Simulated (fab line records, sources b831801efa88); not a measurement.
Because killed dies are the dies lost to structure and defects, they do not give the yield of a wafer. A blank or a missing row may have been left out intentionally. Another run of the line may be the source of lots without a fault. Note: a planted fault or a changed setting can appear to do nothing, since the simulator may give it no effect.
What tool caused it? || flow sky130 || 6 lots, 18 wafers sampled, at 3 steps of a route of 708

## WHAT THE GAUGES SHOWED, per wafer
SKY_SD_P_CD_MEAS_07: the cd target is 380 nm.
{"lot": "L903", "measured": "day 25 13:34", "on": "cd-sem-02", "cd-nm (nm)": "378.2 376.8 378.0"}
{"lot": "L905", "measured": "day 26 11:03", "on": "cd-sem-02", "cd-nm (nm)": "382.1 385.1 381.4"}
{"lot": "L907", "measured": "day 27 02:03", "on": "cd-sem-01", "cd-nm (nm)": "378.1 377.3 374.1"}
{"lot": "L920", "measured": "day 31 22:57", "on": "cd-sem-02", "cd-nm (nm)": "383.5 381.4 382.2"}
{"lot": "L922", "measured": "day 32 10:42", "on": "cd-sem-01", "cd-nm (nm)": "378.8 380.0 380.0"}
{"lot": "L924", "measured": "day 33 01:28", "on": "cd-sem-02", "cd-nm (nm)": "381.8 382.6 380.8"}

## WHAT TOOL EACH LOT RAN ON (gives the tool, then ch and the chambers of the sampled wafers, and finally the start)
{"lot": "L903", "SKY_LDD_N_STRIP_16": "plasma-asher-04 ch 0,1, day 17 22:16", "SKY_SD_P_COAT_02": "litho-track-04 ch 0, day 24 22:59"}
{"lot": "L905", "SKY_LDD_N_STRIP_16": "plasma-asher-04 ch 1, day 18 18:58", "SKY_SD_P_COAT_02": "litho-track-03 ch 0, day 25 20:08"}
{"lot": "L907", "SKY_LDD_N_STRIP_16": "plasma-asher-04 ch 0,1, day 19 10:35", "SKY_SD_P_COAT_02": "litho-track-03 ch 0, day 26 11:16"}
{"lot": "L920", "SKY_LDD_N_STRIP_16": "plasma-asher-03 ch 0,1, day 24 16:16", "SKY_SD_P_COAT_02": "litho-track-01 ch 0, day 31 09:36"}
{"lot": "L922", "SKY_LDD_N_STRIP_16": "plasma-asher-03 ch 0,1, day 25 04:25", "SKY_SD_P_COAT_02": "litho-track-04 ch 0, day 31 20:41"}
{"lot": "L924", "SKY_LDD_N_STRIP_16": "plasma-asher-03 ch 0,1, day 25 21:40", "SKY_SD_P_COAT_02": "litho-track-01 ch 0, day 32 12:17"}
- SKY_LDD_N_STRIP_16: strips in O2/N2.
- SKY_SD_P_COAT_02: resist thk 1140 nm.

## THE ANSWER, worked out from the rows above alone
Rule: what is usual is taken from the lots themselves. Put in order of their means at a reading, lots are off if they are a third of the lots or fewer, leave a main group of 4 or more, and stand apart from it by a gap of 3 or more times the standard deviation of the main group's means; of several such gaps the widest counts. A main group is skipped when, at the precision printed for the reading in the tables above, its means are all equal. A lot without any number at a reading at which 4 lots or more have one is off too. All remaining lots with rows at the step are treated as sound.
None of the lots is off at any reading shown; this tells nothing.

## WHAT THE SIMULATOR HAD INSERTED
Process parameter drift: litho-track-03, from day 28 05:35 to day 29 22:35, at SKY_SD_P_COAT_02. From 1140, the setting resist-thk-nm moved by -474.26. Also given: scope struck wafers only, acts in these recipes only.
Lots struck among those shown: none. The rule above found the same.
